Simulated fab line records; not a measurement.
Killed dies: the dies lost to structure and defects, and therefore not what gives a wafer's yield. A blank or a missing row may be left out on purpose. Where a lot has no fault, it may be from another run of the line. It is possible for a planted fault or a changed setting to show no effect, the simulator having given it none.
2 desks looking at one fault / flow sky130 / only its own numbers are on each desk; what lay behind them is given at the end

METROLOGY DESK
What the gauges read, lot by lot, whatever tool the lot ran on: means of the sampled wafers that have a number. Marked OUT: a lot whose mean sits more than 4 standard deviations from the usual mean, which makes it out of limits; the brackets give that distance.
Columns: A = cd nm at SKY_POLY_GATE_CD_MEAS_13, usual 150.4 nm; B = LDD_LDN_OVL at SKY_LDD_LDN_OVL_MEAS_07, usual -0.7 nm; C = CONTACT_BOW at SKY_CONTACT_BOW_MEAS_05, usual 83 um
lot=L740; first seen here=day 16 05:55; A=151.5; B=1.1; C=83
lot=L741; first seen here=day 16 15:24; A=152.4; B=-0.8; C=87
lot=L743; first seen here=day 17 10:01; A=149.3; B=-0.7; C=84
lot=L745; first seen here=day 18 05:46; A=149.8; B=0.6; C=80
lot=L750; first seen here=day 20 05:04; A=150.8; B=0.1; C=84
lot=L751; first seen here=day 20 09:01; A=148.0; B=0.7; C=80
lot=L752; first seen here=day 20 22:08; A=150.0; B=-0.6; C=76
lot=L753; first seen here=day 21 10:27; A=149.8; B=-2.8; C=73
lot=L754; first seen here=day 21 12:29; A=153.2; B=-0.6; C=79
lot=L757; first seen here=day 22 19:05; A=151.0; B=-0.7; C=91
lot=L759; first seen here=day 23 23:11; A=151.2; B=-0.2; C=85
lot=L761; first seen here=day 24 01:20; A=149.4; B=-0.6; C=84
lot=L762; first seen here=day 24 10:13; A=150.0; B=-1.7; C=82
lot=L763; first seen here=day 24 14:16; A=150.1; B=-2.8; C=84
This desk's verdict: no lot among the 14 shows anything out of limits.

FOR THE TOOL OWNER'S DESK: implanter-03
SKY_LDD_HVP_IMPLANT_08, tool's own readings: per-lot mean of the sampled wafers with a number, covering each lot this tool ran. Marked OUT: a lot whose mean sits more than 4 standard deviations from the usual mean, which makes it out of limits; the brackets give that distance.
Columns: A = beam energy keV at SKY_LDD_HVP_IMPLANT_08, usual 19.999
lot=L740; first seen here=day 21 11:32; A=19.999
lot=L743; first seen here=day 22 15:28; A=19.993
lot=L750; first seen here=day 25 09:02; A=17.685 (-99 or more) OUT
lot=L751; first seen here=day 25 13:46; A=17.698 (-99 or more) OUT
lot=L761; first seen here=day 29 01:05; A=19.998
lot=L762; first seen here=day 29 07:54; A=20.003
This desk finds L750, L751 out of limits, L750 being first, at day 25 09:02 (beam energy keV at SKY_LDD_HVP_IMPLANT_08). L740, L743, L761, L762: within limits.

TAKEN TOGETHER
The tool owner's desk could have raised an alarm at day 25 09:02, on L750, L751.
The metrology desk saw nothing out of limits.
The metrology desk has L750, L751 on record, within its limits.
The lots listed all ran SKY_LDD_HVP_IMPLANT_08 on implanter-03.

WHAT THE SIMULATOR HAD PUT IN
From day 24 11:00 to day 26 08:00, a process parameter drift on implanter-03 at SKY_LDD_HVP_IMPLANT_08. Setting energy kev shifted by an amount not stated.
Shown lots that were struck: L750, L751.
Each desk's first reading out of limits, in hours after the fault started: the tool owner's desk, 22.
